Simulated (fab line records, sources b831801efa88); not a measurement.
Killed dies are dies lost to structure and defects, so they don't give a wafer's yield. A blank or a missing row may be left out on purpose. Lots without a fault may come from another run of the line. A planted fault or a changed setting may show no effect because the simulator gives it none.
A struck lot beside a sound one | flow sky130 | 34 steps out of a route of 708
Sound: wafers L423.1, L423.3, L423.5. Struck: wafers L434.4, L434.5, L434.6. The cause comes at the end.
At each step with rows: each side's tool, then ch and its chambers, then its first start. Under that, the readings that differ: sound wafers | struck wafers | difference of the means | sigmas: that difference in standard deviations of wafers without a fault.
alike: readings whose means differ by less than 2 such deviations, and words and numbers that are the same on both sides. not compared: withheld readings, readings that some wafer has no value for, bounds like >300 that may hide the same value, and numbers for which the record gives no deviation and whose values overlap.
The two part at a step that has a row with sigmas, a row that says differs or no value, or rows on one side only. Numbers that don't overlap but have no deviation are shown without sigmas and don't part them. A reading that every wafer of one side lacks parts them only if that side has two wafers or more.

first, 9 steps without rows for these wafers: SKY_VIA3_CMP_02 (polishes SiO2); SKY_VIA3_DEHYDRATE_04 (time 60 s); SKY_VIA3_HMDS_05 (prime time 60 s); SKY_VIA3_COAT_06 (resist thk 60 nm); SKY_VIA3_COAT_07 (resist thk 450 nm); SKY_VIA3_SOFTBAKE_08 (time 90 s); SKY_VIA3_EXPOSE_09 (exposes mask VIM3, target cd 200 nm); SKY_VIA3_PEB_10; SKY_VIA3_DEVELOP_11 (develop time 60 s).
SKY_VIA3_ETCH_14: etches BARC in N2/H2, stops on SiO2, time 45.9 s, target depth 60 nm.
  sound on rie_diel-04 ch 1,2,3, day 40 11:32; struck on rie_diel-04 ch 2,3, day 43 14:07
  alike: drypump_motor_current_A, oes_product_au, rf_fwd_power_W, throttle_valve_pct
  not compared: rf_hours_counter_h
then, 23 steps without rows for these wafers: SKY_VIA3_ETCH_15 (etches SiO2 in C4F8/O2/Ar, stops on TiN, target depth 507 nm, time 78 s); SKY_VIA3_STRIP_16 (strips in O2/N2); SKY_VIA3_STRIP_17 (strips in post etch residue remover, time 1200 s); SKY_VIA3_CLEAN_18 (cleans in IPA, time 180 s); SKY_VIA3_CLEAN_19 (cleans in O3/DIW); SKY_VIA3_SPUTTER_20 (material TiN, target thk 20 nm, time 80 s); SKY_VIA3_CVD_21 (deposits W, target thk 390 nm, time 117.31 s); SKY_VIA3_CMP_24 (polishes, stops on SiO2, t overpolish 20 s, target thk 0 nm); SKY_METAL4_SPUTTER_00 (material Ti, target thk 15 nm, time 10 s); SKY_METAL4_SPUTTER_01 (material TiN, target thk 20 nm, time 16.7 s); SKY_METAL4_SPUTTER_02 (material AlCu, target thk 735 nm, time 39.1 s); SKY_METAL4_SPUTTER_03 (material Ti, target thk 5 nm, time 3.3 s); SKY_METAL4_SPUTTER_04 (material TiN, target thk 70 nm, time 58.3 s); SKY_CAP2M_CVD_00 (deposits SiO2, target thk 15.5 nm); SKY_CAP2M_SPUTTER_02 (material TiN, target thk 200 nm, time 166.7 s); SKY_CAP2M_DEHYDRATE_05 (time 60 s); SKY_CAP2M_HMDS_06 (prime time 60 s); SKY_CAP2M_COAT_07 (resist thk 1140 nm); SKY_CAP2M_SOFTBAKE_08 (time 60 s); SKY_CAP2M_EXPOSE_09 (exposes mask CAP2M, target cd 1000 nm); SKY_CAP2M_PEB_10; SKY_CAP2M_DEVELOP_11 (develop time 60 s); SKY_CAP2M_METAL_ETCH_13 (etches TiN in Cl2/BCl3, stops on SiO2, target depth 220 nm, time 62.9 s).
-- the record jumps here: 6 days lie between the struck wafers' starts before and after (it left off in module CAP2M and takes up again in module PAD_OPEN, whose first step shown is number 708 of the route) --
SKY_PAD_OPEN_PROBE_99:
  sound on prober-01, day 46 11:15; struck on prober-01, day 49 03:13
  reading                               | sound             | struck            | difference | sigmas
  defect_limited_yield (%)              | 79.5 85.4 84.3    | 75.4 74.4 71.3    | -9.4       | -5
  killed_at_M0_to_M3                    | 42 39 40          | 80 94 98          | +50        | +7
  killed_dies                           | 101 72 77         | 121 126 141       | +46        | +5
  sort_bin_3_pad_short (%)              | 1.2 1.0 0.6       | 3.9 4.5 2.6       | +2.7       | +6
  sort_bin_5_function (%)               | 11.8 9.6 8.9      | 14.4 15.2 18.3    | +5.9       | +4
  sort_n_pass                           | 391 420 415       | 371 366 351       | -46        | -5
  sort_yield_pct (%)                    | 79.5 85.4 84.3    | 75.4 74.4 71.3    | -9.4       | -5
  model.etest.tester.sort_n_pass        | 391 420 415       | 371 366 351       | -46        |
  model.etest.tester.sort_yield_pct (%) | 79.47 85.37 84.35 | 75.41 74.39 71.34 | -9.35      |
  model.etest.tester.sort_bin_5_pct (%) | 11.79 9.553 8.943 | 14.43 15.24 18.29 | +5.89      |
  model.etest.tester.sort_bin_3_pct (%) | 1.22 1.016 0.6098 | 3.862 4.472 2.642 | +2.710     |
  alike: killed_at_M4_up, killed_at_contacts, killed_at_front_end, killed_at_other, killed_open, killed_short, sort_bin_6_memory

WHERE THEY PART
Only at SKY_PAD_OPEN_PROBE_99, within this record.

WHY: what the simulator had put in
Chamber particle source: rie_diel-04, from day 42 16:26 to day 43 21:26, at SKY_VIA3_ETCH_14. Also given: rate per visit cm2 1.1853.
